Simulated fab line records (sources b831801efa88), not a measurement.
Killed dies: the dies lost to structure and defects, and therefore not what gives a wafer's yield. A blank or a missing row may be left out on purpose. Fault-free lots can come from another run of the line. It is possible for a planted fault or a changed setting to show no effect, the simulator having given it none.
fab line records | flow sky130
record lots=5 | wafers=15 | last-day=49
route steps=708 shown VIA3@573
lots that met no fault: from a run of the same line without faults
start-h: start of the lot's first displayed wafer, in hours after the record's first day | wait-h: hours from the lot's prior step to this one | " same as the row above | L1.1+2: a single row standing in for several wafers | - either no value or no given start | * or withheld: withheld | < > ~ a bound
route shown NAME@n: NAME is a module with steps in the file, n the number in the route of the first one | usual: mean/standard deviation of fault-free wafers | same: alike in all rows | chamber/n: place in a boat | sites: the reading at each site | _std_site: their standard deviation | _edge_site: inner sites' mean taken away from outer sites' mean | radius-mm: how far each site lies from the wafer's centre | mask NAME#n: copy n | behind: tool/chamber where the wafer was last shaped | hold: reason for holding the lot/hours on hold/outcome of the hold | device: the transistor (n, p or np) that didn't switch | end of line: the tests these same wafers got at the end of their route | where a step has no rows: the recipe by itself | killed: count of dies lost to structure and defects at first sort (not the wafer's yield) | map: per-die view of a wafer (x killed, . not killed, _ where there is no die)
set.NAME: the run value of the setting; set.NAME@STEP: its run value at that earlier step | model.NAME: the simulator's own value behind a step, which no gauge read
lots seen at some steps along the route; tables by step, rows by wafer
services: a tool's chamber out of use, with start hour (start-h, from the record's first day; less than 0 if before it), hours out, and reason
## steps
# step SKY_VIA3_HDPCVD_00
# recipe material=SiO2 | target-thk-nm=1635 | sigma-open-frac=0.3 | time-s=272.5 | temp-c=400 | sih4-flow-sccm=60 | pressure-mtorr=6
lot.wafer  | tool      | chamber | start-h | wait-h
L076.1+4+5 | hdpcvd-01 | 1       | 905.51  | 0.0
L083.1+3+6 | hdpcvd-01 | 1,2,0   | 978.89  | 0.0
L088.2+4+5 | hdpcvd-02 | 0,0,2   | 998.80  | 0.0
L091.3+5+6 | hdpcvd-01 | 1,0,1   | 1019.52 | 0.0
L095.1+4+5 | hdpcvd-01 | 0,0,2   | 1040.46 | 0.0
# step SKY_VIA3_THK_MEAS_01
# recipe reads=SiO2_of_VIA3_HDPCVD_00
# usual VIA3_HDPCVD_THK=1631/24
lot.wafer | tool          | chamber | start-h | wait-h | VIA3_HDPCVD_THK[nm]
L076.1    | film-metro-01 | -       | 905.76  | 0.2    | 1651
L076.4    | "             | -       | "       | "      | 1651
L076.5    | "             | -       | "       | "      | 1627
L083.1    | film-metro-01 | -       | 979.06  | 0.1    | 1649
L083.3    | "             | -       | "       | "      | 1640
L083.6    | "             | -       | "       | "      | 1596
L088.2    | film-metro-04 | -       | 999.20  | 0.3    | 1614
L088.4    | "             | -       | "       | "      | 1593
L088.5    | "             | -       | "       | "      | 1606
L091.3    | film-metro-02 | -       | 1019.71 | 0.1    | 1645
L091.5    | "             | -       | "       | "      | 1614
L091.6    | "             | -       | "       | "      | 1658
L095.1    | film-metro-01 | -       | 1040.63 | 0.1    | 1610
L095.4    | "             | -       | "       | "      | 1619
L095.5    | "             | -       | "       | "      | 1615
# step SKY_VIA3_CMP_02
# recipe material=SiO2 | down-force-psi=4 | platen-rpm=60 | pad-velocity-m-s=0.94248
# usual motor-current-A=11.9/1.1 | platen-rpm=60.00/0.041 | retaining-ring-pressure-frac=1.000/0.0048
lot.wafer | tool   | chamber | start-h | wait-h | motor-current-A | platen-rpm | retaining-ring-pressure-frac
L076.1    | cmp-01 | 0       | 905.87  | 0.1    | 11.9            | 59.93      | 0.999
L076.4    | "      | 1       | "       | "      | 10.0            | 60.01      | 0.995
L076.5    | "      | 3       | "       | "      | 13.2            | 60.05      | 1.004
L083.1    | cmp-01 | 3       | 979.17  | 0.1    | 12.5            | 60.02      | 0.997
L083.3    | "      | 0       | "       | "      | 13.4            | 60.10      | 0.998
L083.6    | "      | 3       | "       | "      | 12.6            | 60.02      | 0.997
L088.4    | cmp-02 | 2       | 999.25  | 0.0    | 13.4            | 60.01      | 1.002
L088.2    | "      | 1       | "       | "      | 9.9             | 59.95      | 1.001
L088.5    | "      | 2       | "       | "      | 13.0            | 60.00      | 1.000
L091.3    | cmp-01 | 0       | 1019.90 | 0.2    | 12.9            | 59.92      | 0.993
L091.6    | "      | 1       | "       | "      | 10.7            | 60.00      | 1.005
L091.5    | "      | 2       | "       | "      | 13.2            | 60.04      | 1.008
L095.4    | cmp-01 | 3       | 1040.79 | 0.1    | 12.2            | 60.07      | 1.003
L095.1    | "      | 0       | "       | "      | 12.3            | 59.98      | 1.004
L095.5    | "      | 1       | "       | "      | 10.5            | 60.02      | 1.001
# step SKY_VIA3_BOW_MEAS_03
# recipe mode=bow
# usual VIA3_BOW=80/8.1
lot.wafer | tool          | chamber | start-h | wait-h | VIA3_BOW[um]
L076.1    | film-metro-01 | -       | 906.12  | 0.2    | 89
L076.4    | "             | -       | "       | "      | 79
L076.5    | "             | -       | "       | "      | 75
L083.1    | film-metro-01 | -       | 979.42  | 0.2    | 75
L083.3    | "             | -       | "       | "      | 80
L083.6    | "             | -       | "       | "      | 79
L088.2    | film-metro-02 | -       | 999.57  | 0.1    | 75
L088.4    | "             | -       | "       | "      | 76
L088.5    | "             | -       | "       | "      | 71
L091.3    | film-metro-01 | -       | 1020.09 | 0.1    | 76
L091.5    | "             | -       | "       | "      | 77
L091.6    | "             | -       | "       | "      | 79
L095.1    | film-metro-02 | -       | 1040.99 | 0.1    | 84
L095.4    | "             | -       | "       | "      | 81
L095.5    | "             | -       | "       | "      | 76
# step SKY_VIA3_DEHYDRATE_04
# recipe temp-c=200 | time-s=60
lot.wafer  | tool           | chamber | start-h | wait-h
L076.1+4+5 | litho-track-01 | 0       | 918.49  | 12.3
L083.1+3+6 | litho-track-02 | 0       | 990.88  | 11.4
L088.2+4+5 | litho-track-01 | 0       | 1009.56 | 10.0
L091.3+5+6 | litho-track-04 | 0       | 1029.64 | 9.5
L095.1+4+5 | litho-track-04 | 0       | 1051.49 | 10.5
# step SKY_VIA3_HMDS_05
# recipe prime-time-s=60 | prime-temp-c=120
lot.wafer  | tool           | chamber | start-h | wait-h
L076.1+4+5 | litho-track-01 | 0       | 918.64  | 0.1
L083.1+3+6 | litho-track-02 | 0       | 991.03  | 0.1
L088.2+4+5 | litho-track-01 | 0       | 1009.71 | 0.1
L091.3+5+6 | litho-track-04 | 0       | 1029.79 | 0.1
L095.1+4+5 | litho-track-04 | 0       | 1051.64 | 0.1
# step SKY_VIA3_COAT_06
# recipe resist=BARC | temp-c=withheld | time-s=withheld | spin-rpm=3000 | resist-thk-nm=60
# usual spin-speed-rpm=3000.2/2.2
lot.wafer | tool           | chamber | start-h | wait-h | spin-speed-rpm
L076.1    | litho-track-01 | 0       | 918.79  | 0.1    | 3003.8
L076.4    | "              | 0       | "       | "      | 3002.0
L076.5    | "              | 0       | "       | "      | 2996.0
L083.1    | litho-track-02 | 0       | 991.18  | 0.1    | 3000.1
L083.3    | "              | 0       | "       | "      | 2999.3
L083.6    | "              | 0       | "       | "      | 2998.7
L088.2    | litho-track-01 | 0       | 1009.86 | 0.1    | 2998.0
L088.4    | "              | 0       | "       | "      | 2998.3
L088.5    | "              | 0       | "       | "      | 3001.8
L091.3    | litho-track-04 | 0       | 1029.94 | 0.1    | 2995.7
L091.5    | "              | 0       | "       | "      | 2996.1
L091.6    | "              | 0       | "       | "      | 3000.2
L095.1    | litho-track-04 | 0       | 1051.79 | 0.1    | 2997.9
L095.4    | "              | 0       | "       | "      | 2997.8
L095.5    | "              | 0       | "       | "      | 2998.8
# step SKY_VIA3_COAT_07
# recipe resist=KrF-thick | spin-rpm=2948 | resist-thk-nm=450
# usual spin-speed-rpm=2947.9/2.2
lot.wafer | tool           | chamber | start-h | wait-h | spin-speed-rpm
L076.1    | litho-track-01 | 0       | -       | -      | 2952.6
L076.4    | "              | 0       | "       | "      | 2949.2
L076.5    | "              | 0       | "       | "      | 2953.4
L083.1    | litho-track-02 | 0       | -       | -      | 2950.2
L083.3    | "              | 0       | "       | "      | 2949.3
L083.6    | "              | 0       | "       | "      | 2950.3
L088.2    | litho-track-01 | 0       | -       | -      | 2945.2
L088.4    | "              | 0       | "       | "      | 2948.3
L088.5    | "              | 0       | "       | "      | 2950.8
L091.3    | litho-track-04 | 0       | -       | -      | 2948.6
L091.5    | "              | 0       | "       | "      | 2945.7
L091.6    | "              | 0       | "       | "      | 2945.7
L095.1    | litho-track-04 | 0       | -       | -      | 2943.1
L095.4    | "              | 0       | "       | "      | 2948.9
L095.5    | "              | 0       | "       | "      | 2945.2
# step SKY_VIA3_SOFTBAKE_08
# recipe temp-c=100 | time-s=90 | resist=KrF-thick
lot.wafer  | tool           | chamber | start-h | wait-h
L076.1+4+5 | litho-track-01 | 0       | -       | -
L083.1+3+6 | litho-track-02 | 0       | -       | -
L088.2+4+5 | litho-track-01 | 0       | -       | -
L091.3+5+6 | litho-track-04 | 0       | -       | -
L095.1+4+5 | litho-track-04 | 0       | -       | -
# step SKY_VIA3_EXPOSE_09
# recipe mask-id=VIM3 | na=0.8 | source-shape=annular | sigma-inner=0.55 | sigma-outer=0.85 | target-cd-nm=200 | dose-mj=38
lot.wafer  | tool           | chamber | start-h | wait-h | mask
L076.1+4+5 | krf-scanner-01 | 0       | -       | -      | VIM3#0
L083.1+3+6 | krf-scanner-02 | 0       | -       | -      | VIM3#0
L088.2+4+5 | krf-scanner-02 | 0       | -       | -      | VIM3#0
L091.3+5+6 | krf-scanner-01 | 0       | -       | -      | VIM3#0
L095.1+4+5 | krf-scanner-02 | 0       | -       | -      | VIM3#0
# step SKY_VIA3_PEB_10
# recipe peb-temp-c=withheld | peb-time-s=withheld | resist=KrF-thick
lot.wafer  | tool           | chamber | start-h | wait-h
L076.1+4+5 | litho-track-02 | 0       | -       | -
L083.1+3+6 | litho-track-04 | 0       | -       | -
L088.2+4+5 | litho-track-01 | 0       | -       | -
L091.3+5+6 | litho-track-02 | 0       | -       | -
L095.1+4+5 | litho-track-02 | 0       | -       | -
# step SKY_VIA3_DEVELOP_11
# recipe develop-time-s=60 | resist=KrF-thick | dev-temp-c=21
lot.wafer  | tool           | chamber | start-h | wait-h
L076.1+4+5 | litho-track-02 | 0       | -       | -
L083.1+3+6 | litho-track-04 | 0       | -       | -
L088.2+4+5 | litho-track-01 | 0       | -       | -
L091.3+5+6 | litho-track-02 | 0       | -       | -
L095.1+4+5 | litho-track-02 | 0       | -       | -
# step SKY_VIA3_CD_MEAS_12
# recipe target-cd-nm=200
# usual cd-nm=200.0/1.3
lot.wafer | tool      | chamber | start-h | wait-h | cd-nm
L076.1    | cd-sem-01 | -       | 931.18  | -      | 199.8
L076.4    | "         | -       | "       | "      | 201.2
L076.5    | "         | -       | "       | "      | 198.9
L083.1    | cd-sem-01 | -       | 1002.69 | -      | 199.7
L083.3    | "         | -       | "       | "      | 200.5
L083.6    | "         | -       | "       | "      | 199.3
L088.2    | cd-sem-01 | -       | 1022.16 | -      | 200.4
L088.4    | "         | -       | "       | "      | 200.0
L088.5    | "         | -       | "       | "      | 199.9
L091.3    | cd-sem-02 | -       | 1042.43 | -      | 199.2
L091.5    | "         | -       | "       | "      | 198.0
L091.6    | "         | -       | "       | "      | 199.9
L095.1    | cd-sem-02 | -       | 1063.19 | -      | 200.4
L095.4    | "         | -       | "       | "      | 199.7
L095.5    | "         | -       | "       | "      | 200.2
# step SKY_VIA3_OVL_MEAS_13
# usual VIA3_OVL=0/5.5
lot.wafer | tool       | chamber | start-h | wait-h | VIA3_OVL[nm]
L076.1    | overlay-01 | -       | 931.30  | 0.1    | -11
L076.4    | "          | -       | "       | "      | -6
L076.5    | "          | -       | "       | "      | -6
L083.1    | overlay-02 | -       | 1002.81 | 0.1    | 1
L083.3    | "          | -       | "       | "      | 11
L083.6    | "          | -       | "       | "      | 1
L088.2    | overlay-02 | -       | 1022.26 | 0.1    | 6
L088.4    | "          | -       | "       | "      | 3
L088.5    | "          | -       | "       | "      | -1
L091.3    | overlay-02 | -       | 1042.52 | 0.1    | 0
L091.5    | "          | -       | "       | "      | 3
L091.6    | "          | -       | "       | "      | -5
L095.1    | overlay-02 | -       | 1063.31 | 0.1    | -3
L095.4    | "          | -       | "       | "      | 4
L095.5    | "          | -       | "       | "      | -1
# step SKY_VIA3_ETCH_14
# recipe chemistry=N2/H2 | target=BARC | ion-energy-ev=200 | source-w=500 | bias-w=100 | pressure-mtorr=30 | n2-flow-sccm=100 | h2-flow-sccm=200 | stop-on=SiO2 | time-s=45.9 | target-depth-a=600
# usual drypump-motor-current-A=5.8/0.41 | oes-product-au=0.855/0.0048 | throttle-valve-pct=13.225/0.0084
lot.wafer | tool        | chamber | start-h | wait-h | drypump-motor-current-A | oes-product-au | rf-hours-counter-h | throttle-valve-pct
L076.1    | rie-diel-03 | 3       | 931.34  | 0.0    | 5.1                     | 0.850          | 18                 | 13.225
L076.4    | "           | 0       | "       | "      | 5.3                     | 0.858          | 12                 | 13.233
L076.5    | "           | 1       | "       | "      | 5.1                     | 0.856          | -                  | 13.220
L083.1    | rie-diel-02 | 0       | 1002.84 | 0.0    | 5.9                     | 0.861          | 1                  | 13.217
L083.3    | "           | 1       | "       | "      | 6.0                     | 0.856          | 30                 | 13.213
L083.6    | "           | 2       | "       | "      | 5.5                     | 0.854          | -                  | 13.213
L088.2    | rie-diel-03 | 1       | 1022.29 | 0.0    | 5.1                     | 0.859          | 19                 | 13.215
L088.4    | "           | 0       | "       | "      | 5.3                     | 0.849          | 14                 | 13.246
L088.5    | "           | 3       | "       | "      | 5.1                     | 0.859          | -                  | 13.217
L091.3    | rie-diel-02 | 0       | 1042.54 | 0.0    | 5.9                     | 0.851          | 2                  | 13.237
L091.5    | "           | 1       | "       | "      | 6.0                     | 0.853          | -                  | 13.227
L091.6    | "           | 0       | "       | "      | 5.8                     | 0.858          | -                  | 13.231
L095.1    | rie-diel-02 | 0       | 1063.34 | 0.0    | 5.9                     | 0.851          | 3                  | 13.226
L095.4    | "           | 1       | "       | "      | 6.0                     | 0.856          | 31                 | 13.228
L095.5    | "           | 2       | "       | "      | 5.5                     | 0.847          | -                  | 13.216
## services
tool           | chamber | start-h | hours | kind
krf-scanner-02 | -       | 886.26  | 0.8   | pm
krf-scanner-01 | -       | 895.31  | 2.0   | repair
hdpcvd-01      | 0       | 904.08  | 12.0  | repair
cmp-02         | -       | 905.90  | 2.2   | repair
krf-scanner-01 | -       | 908.81  | 1.3   | pm
cmp-01         | -       | 912.00  | 4.0   | pm
cmp-02         | -       | 918.62  | 0.7   | repair
rie-diel-02    | -       | 926.42  | 2.4   | repair
krf-scanner-02 | -       | 938.78  | 1.0   | pm
krf-scanner-01 | -       | 946.28  | 1.0   | pm
hdpcvd-01      | -       | 961.32  | 0.3   | repair
krf-scanner-02 | -       | 968.81  | 1.0   | repair
krf-scanner-02 | -       | 968.89  | 2.6   | repair
cmp-01         | -       | 976.38  | 0.4   | repair
cmp-01         | -       | 990.66  | 0.4   | repair
hdpcvd-01      | 1       | 1011.13 | 2.5   | repair
rie-diel-03    | -       | 1014.83 | 0.9   | repair
rie-diel-02    | -       | 1021.77 | 14.6  | pm
krf-scanner-02 | -       | 1023.87 | 1.3   | pm
krf-scanner-01 | -       | 1025.17 | 0.8   | pm
rie-diel-03    | 2       | 1025.56 | 5.7   | repair
krf-scanner-01 | -       | 1039.42 | 3.6   | pm
krf-scanner-02 | -       | 1055.06 | 0.8   | pm
krf-scanner-01 | -       | 1062.70 | 1.4   | repair
## key
fault none
